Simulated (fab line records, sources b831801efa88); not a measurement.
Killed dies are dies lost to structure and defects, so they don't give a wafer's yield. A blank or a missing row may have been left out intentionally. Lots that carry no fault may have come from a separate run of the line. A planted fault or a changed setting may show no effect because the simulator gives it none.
Struck lot and sound lot, side by side ; flow gf180mcu ; 14 steps out of a route of 602
Sound: wafers L750.2, L750.4, L750.5. The struck wafers were L757.1, L757.3, L757.4. At the end, the cause is stated.
Per side, at each step with rows, come the tool, then ch with its chambers, and then its first start. Under that, the readings that differ: sound wafers ; struck wafers ; difference of the means ; sigmas: that difference in standard deviations of wafers without a fault.
alike: readings with means less than 2 such deviations apart, plus words and numbers identical on both sides. not compared: withheld readings, readings lacking a value on some wafer, bounds such as >300 that could conceal the same value, and numbers that have no deviation in the record and whose values overlap.
Wherever a step has rows on one side only, a row that says differs or no value, or a row with sigmas, the two part there. Numbers that don't overlap but have no deviation are shown without sigmas and don't part them. Lack of a reading on every wafer of one side parts them only where that side has two or more wafers.

first, 3 steps without rows for these wafers: GF_STI_EXPOSE_09 (exposes mask COMP, target cd 220 nm); GF_STI_PEB_10 (peb time 90 s); GF_STI_DEVELOP_11 (develop time 60 s).
GF_STI_CD_MEAS_12: target cd 220 nm.
  struck on cdSem-01, day 4 15:20; sound on cdSem-01, day 3 03:55
  alike: cdNm
GF_STI_ETCH_13: etches the open film in CHF3/O2, stops on Si, target depth 282.31 nm, time 112.9 s.
  sound on rieDiel-01 ch 0,1,3, day 3 04:01; struck on rieDiel-04 ch 0,2,3, day 4 15:28
  alike: drypumpMotorCurrentA, oesProductAu, throttleValvePct
  not compared: rfHoursCounterH
GF_STI_ETCH_14: etches Si in HBr/Cl2/O2, target depth 360 nm, time 102.9 s.
  sound on rieSi-02 ch 2,3, day 3 04:05; struck on rieSi-01 ch 0,2, day 4 15:32
  alike: HBr_flow_sccm, drypumpMotorCurrentA, oesProductAu, throttleValvePct
  not compared: rfHoursCounterH
GF_STI_STRIP_15: strips in O2/N2.
  sound on plasmaAsher-04 ch 0,1, day 3 04:10; struck on plasmaAsher-03 ch 0,1, day 4 15:37
  alike: drypumpMotorCurrentA, heaterPowerW, oesProductAu, stripTimeToEndpointS
  not compared: rfHoursCounterH
then, 5 steps without rows for these wafers: GF_STI_CLEAN_16 (cleans in dHF, time 25 s); GF_STI_WET_ETCH_17 (etches Si3N4 in H3PO4, target depth 45 nm, time 514 s); GF_STI_CLEAN_18 (cleans in SC1/SC2, time 150 s); GF_STI_CLEAN_19 (cleans in dHF, time 20 s); GF_STI_WET_ETCH_20 (etches SiO2 in dHF, target depth 20 nm, time 400 s).
GF_STI_OXIDATION_21: stabilise 600 s, purge 300 s, target thk 15 nm.
  sound on furnace-01 ch 0, day 3 04:37; struck on furnace-01, day 4 16:04
  no value came back on the struck wafers for oxTempC (C), oxTempCMax, tube_center_temp_C_max, zonePowerCentrePct (%); on the sound wafers oxTempC (C) reads 999.7 999.9 999.6
then, 1 step without rows for these wafers: GF_STI_CVD_23 (deposits SiO2, target thk 650 nm, time 108.3 s).

## WHERE THEY PART
Within this record, at GF_STI_OXIDATION_21 only.

WHY: what the simulator had put in
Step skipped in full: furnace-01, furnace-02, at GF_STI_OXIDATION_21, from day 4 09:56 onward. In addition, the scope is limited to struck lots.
